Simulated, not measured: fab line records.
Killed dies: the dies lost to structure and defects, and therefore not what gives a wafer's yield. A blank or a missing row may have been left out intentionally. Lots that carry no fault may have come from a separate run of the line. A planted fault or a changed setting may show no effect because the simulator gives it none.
8D (eight disciplines) problem report, filled in by code / flow gf180mcu / the parts of the form that need people (team, actions taken, sign-off) are left out

== 1. PROBLEM STATEMENT ==
At GF_M2_METAL_ETCH_16, run length s averages 144.4 s over 3 wafers from 2 lots, while fault-free wafers read 133.2 s, standard deviation 0.31. Relative to the usual mean, that is a shift of +36 standard deviations.
The step: etches the open film in Cl2/BCl3, stops on SiO2, target depth 627.5 nm, time 104.6 s.
The first sign was on wafer L190.2 at day 23 03:51, on rie metal-02. Wafers with a number at this step in the record: 34, from 12 lots. The rule behind "out" and "out of limits": a value lying over 4 standard deviations away from the usual mean. The other wafers with a number count as sound.

== 2. WHAT IT IS; WHAT IT IS NOT ==
question=which readings at this step | is=run length s, oes product au, throttle valve pct | is not=drypump motor current A
question=which lots | is=L190, L192 | is not=L180, L183, L186, L187, L197, L198, L200, L201, L202, L203
question=which wafers of those lots | is=L190.2, L190.3, L192.3 | is not=L192.5
question=read on which tools | is=rie metal-02 | is not=rie metal-01, rie metal-04
question=when | is=from day 23 03:51 | is not=up to then (12 sound wafers); but 19 sound wafers of L192, L197, L198, L200, L201, L202, L203 came after

== 3. THE SUSPECTS, EACH WITH WHAT RULES IT OUT ==
Counting: if a tool at a process step up to the reading ran every lot that is out, it stays a suspect. Sound lots after the first of them don't rule it out here, since some wafers of a struck lot are sound.
- rie metal-02 at GF_M2_METAL_ETCH_16 (etches the open film in Cl2/BCl3, stops on SiO2, target depth 627.5 nm, time 104.6 s): kept. Ran every lot that is out, first one L190 (day 23 03:51); last sound lot up to then L187 (day 21 23:58). Its own readings are out on those wafers: oes product au, run length s, throttle valve pct.
Remaining after the count: rie metal-02 at GF_M2_METAL_ETCH_16.

== 4. THE CAUSE (what the simulator had put in) ==
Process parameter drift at GF_M2_METAL_ETCH_16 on rie metal-02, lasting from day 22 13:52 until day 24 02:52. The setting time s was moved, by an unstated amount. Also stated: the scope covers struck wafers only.
Only this tool survived the counting.

== 5. THE CHAIN OF EFFECTS, in route order ==
One row per reading whose mean, taken over the struck wafers that have a number, lies over 3 standard deviations from the usual. Scope: only readings with a usual standard deviation given in the record; hours: median across lots of the time from each lot's start at the first step in this table that gives one to its start at this step; sigmas: change in usual standard deviations.
hours=0; step=GF_M2_METAL_ETCH_16; reading=oes product au; usual=0.974 a.u.; on struck wafers=0.912; change=-0.062; sigmas=-11
hours=0; step=GF_M2_METAL_ETCH_16; reading=run length s; usual=133.2 s; on struck wafers=144.4; change=+11.2; sigmas=+36
hours=0; step=GF_M2_METAL_ETCH_16; reading=throttle valve pct; usual=28.247 %; on struck wafers=28.313; change=+0.066; sigmas=+6.7
hours=0; step=GF_M2_STRIP_17; reading=strip time to endpoint s; usual=7.851 s; on struck wafers=7.576; change=-0.275; sigmas=-9.5
It contains these process steps:
- GF_M2_METAL_ETCH_16: etches the open film in Cl2/BCl3, stops on SiO2, target depth 627.5 nm, time 104.6 s.
- GF_M2_STRIP_17: strips in O2/N2.

== 6. HOW IT WOULD HAVE BEEN CAUGHT EARLIER ==
In this record no reading fell out of limits until day 23 03:51, 14 hours after the fault had begun at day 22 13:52.
